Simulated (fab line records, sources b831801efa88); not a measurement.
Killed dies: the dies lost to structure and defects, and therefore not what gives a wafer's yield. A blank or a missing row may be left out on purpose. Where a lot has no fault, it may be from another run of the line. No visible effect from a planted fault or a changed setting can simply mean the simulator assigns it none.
Which tool was responsible? + flow sky130 + 6 lots, 18 wafers sampled, at 4 steps of a route of 708

## WHAT EACH GAUGE READ, for each wafer
SKY_CONTACT_CD_MEAS_14 targets a cd of 170 nm.
| lot  | measured     | on        | cd nm (nm)                          |
|------|--------------|-----------|-------------------------------------|
| L490 | day 32 02:01 | cd sem-02 | 171.3 171.1 170.6                   |
| L493 | day 32 20:52 | cd sem-01 | 170.1 169.8 169.7                   |
| L495 | day 34 02:05 | cd sem-02 | 170.3 168.7 168.9                   |
| L498 | day 34 13:04 | cd sem-01 | 169.9 170.5 168.6                   |
| L504 | day 36 14:47 | cd sem-01 | 159.2 159.0 158.1 159.3 158.7 158.2 |
| L510 | day 38 08:32 | cd sem-01 | 167.5 167.9 167.4                   |

## WHICH TOOL RAN EACH LOT (tool, then ch and the chambers of the sampled wafers, then the start)
| lot  | SKY_LOCAL_INTERCONNECT_STRIP_15      | SKY_CONTACT_CVD_00              | SKY_CONTACT_EXPOSE_11             |
|------|--------------------------------------|---------------------------------|-----------------------------------|
| L490 | plasma asher-02 ch 0,1, day 30 21:44 | pecvd-03 ch 0,2, day 30 22:20   | krf scanner-01 ch 0, day 31 13:10 |
| L493 | plasma asher-01 ch 0,1, day 31 16:35 | pecvd-04 ch 0,1,2, day 31 17:10 | krf scanner-02 ch 0, day 32 07:14 |
| L495 | plasma asher-01 ch 0,1, day 32 22:07 | pecvd-03 ch 1,2, day 32 22:45   | krf scanner-02 ch 0, day 33 13:14 |
| L498 | plasma asher-01 ch 0,1, day 33 09:50 | pecvd-02 ch 0,2, day 33 10:28   | krf scanner-01 ch 0, day 34 00:39 |
| L504 | plasma asher-01 ch 0,1, day 35 11:20 | pecvd-02 ch 0,1,2, day 35 11:58 | krf scanner-02 ch 0, day 36 01:36 |
| L510 | plasma asher-02 ch 0,1, day 37 05:35 | pecvd-03 ch 0,1, day 37 06:11   | krf scanner-01 ch 0, day 37 20:05 |
- SKY_LOCAL_INTERCONNECT_STRIP_15: strips in O2/N2.
- SKY_CONTACT_CVD_00: deposits Si3N4, target thk 75 nm.
- SKY_CONTACT_EXPOSE_11: exposes mask CTM1, target cd 170 nm.

## THE ANSWER, worked out from the rows above alone
Rule: what is usual is taken from the lots themselves. The widest of any qualifying gaps counts: lots, ordered by their means at a reading, are off when they make up no more than a third of the lots, leave a main group of 4 or more, and stand apart from it by 3 or more times the standard deviation of that group's means. A main group is skipped when, at the precision printed for the reading in the tables above, its means are all equal. A lot without any number at a reading at which 4 lots or more have one is off too. All remaining lots with rows at the step are treated as sound.
Off: L504 (SKY_CONTACT_CD_MEAS_14, cd nm). The main group has a mean of 169.5 nm with a standard deviation of 1.1.
If a tool, at a process step before that reading, ran all the lots that are off and no sound lot after the first of them, it fits. Gauges at SKY_CONTACT_CD_MEAS_14: tried the same way as those tools. Can't be told from this: 3 tools fit, plasma asher-01 at SKY_LOCAL_INTERCONNECT_STRIP_15, pecvd-02 at SKY_CONTACT_CVD_00, krf scanner-02 at SKY_CONTACT_EXPOSE_11.

## WHAT HAD BEEN PUT IN BY THE SIMULATOR
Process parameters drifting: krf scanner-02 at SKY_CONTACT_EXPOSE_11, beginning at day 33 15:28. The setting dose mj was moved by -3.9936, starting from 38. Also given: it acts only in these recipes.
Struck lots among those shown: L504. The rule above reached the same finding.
